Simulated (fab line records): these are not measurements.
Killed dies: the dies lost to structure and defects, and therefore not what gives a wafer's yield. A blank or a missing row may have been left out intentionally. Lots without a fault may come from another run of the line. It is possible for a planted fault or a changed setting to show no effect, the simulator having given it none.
A struck lot beside a sound one / flow sky130 / 16 steps out of a route of 708
Sound: wafers L751.1, L751.3, L751.4. Wafers struck: L764.2, L764.3, L764.4. At the end, the cause is stated.
For every step that has rows: the tool of each side, followed by ch and its chambers, followed by its first start. Under that, the readings that differ: sound wafers / struck wafers / difference of the means / sigmas: that difference in standard deviations of wafers without a fault.
alike: readings whose means differ by less than 2 such deviations, and words and numbers that are the same on both sides. not compared: withheld readings, readings that some wafer has no value for, bounds like >300 that may hide the same value, and numbers for which the record gives no deviation and whose values overlap.
A row with sigmas, a row that says differs or no value, or rows on one side alone: a step with any of these is where the two part. Numbers that have no deviation but don't overlap get no sigmas and don't part them. A reading missing from all wafers of one side parts the sides only when that side holds two or more wafers.

SKY_LDD_P_OVL_MEAS_08:
  sound on overlay-01, day 21 04:53; struck on overlay-02, day 25 13:57
  alike: LDD_P_OVL
then, 1 step without rows for these wafers: SKY_LDD_P_IMPLANT_09.
SKY_LDD_P_STRIP_10: strips in O2/N2.
  sound on plasmaAsher-03 ch 0,1, day 21 05:05; struck on plasmaAsher-04 ch 0,1, day 25 14:08
  alike: drypumpMotorCurrentA, oesProductAu, stripTimeToEndpointS
  not compared: rfHoursCounterH
SKY_LDD_P_TW_MEAS_11:
  sound on filmMetro-01, day 21 05:11; struck on filmMetro-04, day 25 14:14
  alike: LDD_P_TW
then, 7 steps without rows for these wafers: SKY_LDD_HVN_DEHYDRATE_00 (time 60 s); SKY_LDD_HVN_HMDS_01 (prime time 60 s); SKY_LDD_HVN_COAT_02 (resist thk 300 nm); SKY_LDD_HVN_SOFTBAKE_03 (time 60 s); SKY_LDD_HVN_EXPOSE_04 (exposes mask HVNTM, target cd 700 nm); SKY_LDD_HVN_PEB_05; SKY_LDD_HVN_DEVELOP_06 (develop time 60 s).
SKY_LDD_HVN_OVL_MEAS_07:
  sound on overlay-01, day 22 12:44; struck on overlay-02, day 26 19:05
  alike: LDD_HVN_OVL
SKY_LDD_HVN_IMPLANT_08:
  sound on implanter-02 ch 0, day 22 12:46; struck on implanter-03 ch 0, day 26 19:09
reading=beamEnergyKeV; sound=60.022 60.017 60.042; struck=82.322 82.336 82.375; difference=+22.317; sigmas=+99 or more
reading=model.implant.rpNm (nm); sound=53.99 53.99 53.99; struck=79.2 79.2 79.2; difference=+25.2; sigmas=
reading=model.implant.drpNm (nm); sound=28.15 28.15 28.15; struck=36.93 36.93 36.93; difference=+8.78; sigmas=
SKY_LDD_HVN_STRIP_09: strips in O2/N2.
  sound on plasmaAsher-01 ch 0,1, day 22 12:55; struck on plasmaAsher-02 ch 0,1, day 26 19:16
  alike: drypumpMotorCurrentA, oesProductAu, stripTimeToEndpointS
  not compared: rfHoursCounterH
SKY_LDD_HVN_TW_MEAS_10:
  sound on filmMetro-01, day 22 13:01; struck on filmMetro-03, day 26 19:37
reading=LDD_HVN_TW; sound=1415 1404 1413; struck=1525 1527 1531; difference=+117; sigmas=+6
  not compared: hold
-- the record jumps here: 23 days lie between the struck wafers' starts before and after (it left off in module LDD_HVN and takes up again in module PAD_OPEN, whose first step shown is number 708 of the route) --
SKY_PAD_OPEN_PROBE_99:
  sound on prober-02, day 47 11:33; struck on prober-01, day 50 05:53
reading=model.etest.tip_n_5v.rsOhmSq; sound=1425 1422 1425; struck=1206 1206 1208; difference=-217; sigmas=
reading=model.etest.nfetG5v0d10v5.rOnOhmUm; sound=1890 1867 1905; struck=1800 1776 1778; difference=-103; sigmas=
reading=model.etest.nfetG5v0d10v5.driveUaUm; sound=601.1 611.8 601.1; struck=643 645.9 642; difference=+39; sigmas=
reading=model.etest.nfet_05v0_nvt.driveUaUm; sound=577 579.6 571.8; struck=594.8 601.4 593.2; difference=+20.3; sigmas=
reading=model.etest.ring_5v.delayPs; sound=45 43.74 45.05; struck=43.47 43.3 42.81; difference=-1.40; sigmas=
reading=model.etest.nfetG5v0d10v5.vtSatV (V); sound=0.7656 0.7609 0.7748; struck=0.6854 0.6935 0.6945; difference=-0.0760; sigmas=
reading=model.etest.nfetG5v0d10v5.vtV (V); sound=0.8203 0.8166 0.8269; struck=0.7733 0.7796 0.7833; difference=-0.0425; sigmas=
  alike: killed_at_M0_to_M3, killed_at_M4_up, killedAtContacts, killedAtFrontEnd, killedAtOther, killedDies, killedOnRim, killedOpen, killedShort
  not compared: model.etest.nfet_05v0_nvt.offLog10AUm

WHERE THEY PART
Earliest at SKY_LDD_HVN_IMPLANT_08; latest, in this record, at SKY_LDD_HVN_TW_MEAS_10. Later steps at which nothing parts them and some readings are alike: SKY_PAD_OPEN_PROBE_99.

WHY: the cause the simulator had injected
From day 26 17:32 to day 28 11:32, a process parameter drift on implanter-03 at SKY_LDD_HVN_IMPLANT_08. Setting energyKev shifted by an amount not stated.
